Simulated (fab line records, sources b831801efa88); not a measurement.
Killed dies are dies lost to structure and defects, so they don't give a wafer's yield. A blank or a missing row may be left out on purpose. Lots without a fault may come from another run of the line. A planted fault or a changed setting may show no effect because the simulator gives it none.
Chamber matching | flow gf180mcu | GF_V1_CVD_02 on pecvd-02: 3 sister chambers
The step deposits SiO2 from TEOS, target thk 850 nm, time 94.851 s. 18 wafers are shown with their chamber, then 9 later ones without.

WAFERS WITH THEIR CHAMBER
wafer  | chamber | heater_power_w (W) | heater_power_outer_w (W)
L074.2 | 1       | 1060               | 632
L074.3 | 2       | 596                | 350
L074.4 | 1       | 850                | 498
L075.3 | 1       | 850                | 493
L075.4 | 1       | 947                | 571
L075.5 | 2       | 598                | 348
L079.1 | 2       | 580                | 333
L079.3 | 2       | 602                | 352
L079.6 | 1       | 995                | 618
L080.2 | 0       | 745                | 434
L080.4 | 1       | 993                | 589
L080.5 | 0       | 619                | 324
L084.1 | 0       | 771                | 442
L084.5 | 2       | 494                | 265
L084.6 | 1       | 942                | 581
L085.1 | 1       | 1062               | 633
L085.2 | 2       | 638                | 366
L085.4 | 0       | 717                | 415

SIGNATURES (means of the wafers above)
reading              | chamber 0 | chamber 1 | chamber 2 | scatter within a chamber
heater_power_w       | 713.00    | 962.38    | 584.67    | 69.4
heater_power_outer_w | 403.75    | 576.88    | 335.67    | 49.5
Rule: a wafer's distance from a chamber is the root of the sum, over the readings, of the square of ((its reading less the chamber's mean) divided by the reading's scatter). The wafer belongs to the nearest chamber; if the next one is less than 2 further off, it can't be placed. The scatter: the root of (the sum of the squares of (reading less its chamber's mean) over the shown wafers, divided by (wafers less chambers)).

WAFERS WITHOUT THEIR CHAMBER
wafer  | heater_power_w (W) | heater_power_outer_w (W)
L087.1 | 950                | 574
L087.2 | 526                | 303
L087.4 | 1021               | 609
L089.2 | 726                | 423
L089.4 | 1029               | 644
L089.6 | 591                | 359
L094.1 | 894                | 519
L094.2 | 724                | 415
L094.3 | 516                | 289

WHICH CHAMBER EACH WENT THROUGH
wafer  | from the rows above     | in truth
L087.1 | 1                       | 1
L087.2 | 2                       | 2
L087.4 | 1                       | 1
L089.2 | 0                       | 0
L089.4 | 1                       | 1
L089.6 | can't be placed: 2 or 0 | 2
L094.1 | can't be placed: 1 or 0 | 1
L094.2 | 0                       | 0
L094.3 | 2                       | 2
Placed correctly: 7 of 9. Can't be placed from these rows: 2 (the true chamber is among the candidates in 2). Placed wrongly: 0.
